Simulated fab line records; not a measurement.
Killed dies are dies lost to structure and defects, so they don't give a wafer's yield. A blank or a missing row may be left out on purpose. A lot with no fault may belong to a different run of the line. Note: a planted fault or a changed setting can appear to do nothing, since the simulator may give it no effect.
Which of the tools did it?	flow sky130	11 lots with 32 wafers sampled at 3 steps, on a route of 708 steps

== WHAT EACH GAUGE READ, for each wafer ==
SKY_CAP2M_THK_MEAS_01.
lot	measured	on	CAP2M_CVD_00_THK (nm)
L471	day 39 20:23	filmMetro-01	15.51 16.01 15.92
L472	day 40 14:49	filmMetro-02	15.13 15.01 15.02
L473	day 40 17:23	filmMetro-02	15.67 15.66 15.70
L474	day 41 21:55	filmMetro-03	15.40 15.52 15.48
L475	day 42 03:05	filmMetro-03	15.18 15.17 15.52
L481	day 43 00:14	filmMetro-01	15.46 15.51 15.56
L480	day 43 02:28	filmMetro-03	15.30 15.11 15.46
L482	day 43 03:43	filmMetro-02	15.48 15.63 15.69
L483	day 43 09:54	filmMetro-02	15.26 15.25 15.58
L486	day 44 06:17	filmMetro-02	15.46 15.77
L487	day 44 10:29	filmMetro-02	15.45 15.66 15.83

== WHAT TOOL EACH LOT RAN ON (gives the tool, then ch and the chambers of the sampled wafers, and finally the start) ==
lot	SKY_METAL4_SPUTTER_02	SKY_METAL4_SPUTTER_03
L471	pvdSputter-03, day 39 20:14	pvdSputter-03, day 39 20:17
L472	pvdSputter-03, day 40 14:42	pvdSputter-03, day 40 14:44
L473	pvdSputter-03, day 40 17:16	pvdSputter-03, day 40 17:18
L474	pvdSputter-03, day 41 21:46	pvdSputter-03, day 41 21:48
L475	pvdSputter-03, day 42 02:56	pvdSputter-03, day 42 02:59
L481	pvdSputter-02, day 43 00:05	pvdSputter-02, day 43 00:07
L480	pvdSputter-01, day 43 02:19	pvdSputter-01, day 43 02:22
L482	pvdSputter-03, day 43 03:35	pvdSputter-03, day 43 03:37
L483	pvdSputter-03, day 43 09:46	pvdSputter-03, day 43 09:49
L486	pvdSputter-03, day 44 06:09	pvdSputter-03, day 44 06:11
L487	pvdSputter-03, day 44 10:22	pvdSputter-03, day 44 10:25
- SKY_METAL4_SPUTTER_02: material AlCu, target thk 735 nm, time 39.1 s.
- SKY_METAL4_SPUTTER_03: material Ti, target thk 5 nm, time 3.3 s.

== THE ANSWER, worked out from the rows above alone ==
Rule: what is usual is taken from the lots themselves. The widest of any qualifying gaps counts: lots, ordered by their means at a reading, are off when they make up no more than a third of the lots, leave a main group of 4 or more, and stand apart from it by 3 or more times the standard deviation of that group's means. Not used: any main group whose means are identical at the precision the tables above print for the reading. A lot without any number at a reading at which 4 lots or more have one is off too. The other lots that the step has rows for count as sound.
No lot is off on any of the readings shown, so nothing can be concluded from this.

== WHAT HAD BEEN PUT IN BY THE SIMULATOR ==
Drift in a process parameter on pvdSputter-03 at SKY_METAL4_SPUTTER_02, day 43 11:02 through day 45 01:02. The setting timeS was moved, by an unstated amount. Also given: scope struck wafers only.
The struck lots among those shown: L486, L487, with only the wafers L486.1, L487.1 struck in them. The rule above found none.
